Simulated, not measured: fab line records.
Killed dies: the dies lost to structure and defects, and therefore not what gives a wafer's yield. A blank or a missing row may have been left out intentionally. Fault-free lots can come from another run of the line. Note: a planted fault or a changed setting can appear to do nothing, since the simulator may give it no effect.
Which tool was responsible? / flow gf180mcu / Sampling: 13 lots, 36 wafers, 2 of 602 route steps

## WHAT EACH GAUGE READ, for each wafer
GF_TOP_METAL_THK_MEAS_06: measures by xrf. Usual: TOP_METAL_ALCU_THK gives 900 nm (standard deviation 9.8).
lot=L307; measured=day 27 18:07; on=filmMetro-04; TOP_METAL_ALCU_THK (nm)=898 894 886; flag=
lot=L308; measured=day 28 00:56; on=filmMetro-03; TOP_METAL_ALCU_THK (nm)=897 898 905; flag=
lot=L309; measured=day 28 09:10; on=filmMetro-02; TOP_METAL_ALCU_THK (nm)=885 887 892; flag=
lot=L310; measured=day 28 17:37; on=filmMetro-03; TOP_METAL_ALCU_THK (nm)=897 907 903; flag=
lot=L311; measured=day 29 03:40; on=filmMetro-03; TOP_METAL_ALCU_THK (nm)=900 905 903; flag=
lot=L314; measured=day 30 03:13; on=filmMetro-04; TOP_METAL_ALCU_THK (nm)=898 898 901; flag=
lot=L315; measured=day 30 13:04; on=filmMetro-02; TOP_METAL_ALCU_THK (nm)=909 906 897; flag=
lot=L316; measured=day 30 17:53; on=filmMetro-02; TOP_METAL_ALCU_THK (nm)=883 885 874; flag=
lot=L318; measured=day 31 08:42; on=filmMetro-02; TOP_METAL_ALCU_THK (nm)=902 893 889; flag=
lot=L320; measured=day 32 00:39; on=filmMetro-04; TOP_METAL_ALCU_THK (nm)=883 894 894; flag=
lot=L321; measured=day 32 06:50; on=filmMetro-03; TOP_METAL_ALCU_THK (nm)=898 894; flag=
lot=L322; measured=day 32 12:48; on=filmMetro-04; TOP_METAL_ALCU_THK (nm)=919 921; flag=
lot=L323; measured=day 32 18:40; on=filmMetro-03; TOP_METAL_ALCU_THK (nm)=914 921; flag=

## EACH LOT AND THE TOOL THAT RAN IT (in order: tool; ch and the chambers of the sampled wafers; start)
lot=L307; GF_V5_SPUTTER_22=pvdSputter-02, day 27 17:05
lot=L308; GF_V5_SPUTTER_22=pvdSputter-03, day 27 23:57
lot=L309; GF_V5_SPUTTER_22=pvdSputter-04, day 28 07:56
lot=L310; GF_V5_SPUTTER_22=pvdSputter-03, day 28 16:31
lot=L311; GF_V5_SPUTTER_22=pvdSputter-02, day 29 02:22
lot=L314; GF_V5_SPUTTER_22=pvdSputter-04, day 30 02:15
lot=L315; GF_V5_SPUTTER_22=pvdSputter-02, day 30 12:02
lot=L316; GF_V5_SPUTTER_22=pvdSputter-03, day 30 16:54
lot=L318; GF_V5_SPUTTER_22=pvdSputter-02, day 31 07:43
lot=L320; GF_V5_SPUTTER_22=pvdSputter-03, day 31 23:40
lot=L321; GF_V5_SPUTTER_22=pvdSputter-04, day 32 05:38
lot=L322; GF_V5_SPUTTER_22=pvdSputter-03, day 32 11:49
lot=L323; GF_V5_SPUTTER_22=pvdSputter-03, day 32 17:41
- GF_V5_SPUTTER_22: material TiN, target thk 10 nm, time 40 s.

## AS READ BY THE TOOLS THEMSELVES (means over the sampled wafers that have a number; for cases with no such wafer, the mark the record gives instead)
GF_V5_SPUTTER_22. Usual: throttleValvePct 29.6 %, standard deviation 1.2.
lot=L307; tool=pvdSputter-02; throttleValvePct (%)=31.6; flag=
lot=L308; tool=pvdSputter-03; throttleValvePct (%)=28.8; flag=
lot=L309; tool=pvdSputter-04; throttleValvePct (%)=29.0; flag=
lot=L310; tool=pvdSputter-03; throttleValvePct (%)=29.6; flag=
lot=L311; tool=pvdSputter-02; throttleValvePct (%)=30.8; flag=
lot=L314; tool=pvdSputter-04; throttleValvePct (%)=29.5; flag=
lot=L315; tool=pvdSputter-02; throttleValvePct (%)=30.7; flag=
lot=L316; tool=pvdSputter-03; throttleValvePct (%)=29.2; flag=
lot=L318; tool=pvdSputter-02; throttleValvePct (%)=31.2; flag=
lot=L320; tool=pvdSputter-03; throttleValvePct (%)=28.8; flag=
lot=L321; tool=pvdSputter-04; throttleValvePct (%)=28.9; flag=
lot=L322; tool=pvdSputter-03; throttleValvePct (%)=28.9; flag=
lot=L323; tool=pvdSputter-03; throttleValvePct (%)=28.0; flag=

## THE ANSWER, worked out from the rows above alone
Rule: a lot counts as off when the mean over its wafers that have a number is more than 3 standard deviations away from the usual mean. Also off: a lot with no number at a reading for which 4 or more lots have one. Any other lot the step has rows for is counted as sound. Order of review: gauges by route order, followed by the tools' own readings, for which a lot's mean as printed above is used. The first step at which some lot is off is used, and at that step the reading that is off furthest; a lot without a number counts as furthest.
Nothing can be told from this: no lot is off at any reading shown.

## WHAT THE SIMULATOR HAD PUT IN
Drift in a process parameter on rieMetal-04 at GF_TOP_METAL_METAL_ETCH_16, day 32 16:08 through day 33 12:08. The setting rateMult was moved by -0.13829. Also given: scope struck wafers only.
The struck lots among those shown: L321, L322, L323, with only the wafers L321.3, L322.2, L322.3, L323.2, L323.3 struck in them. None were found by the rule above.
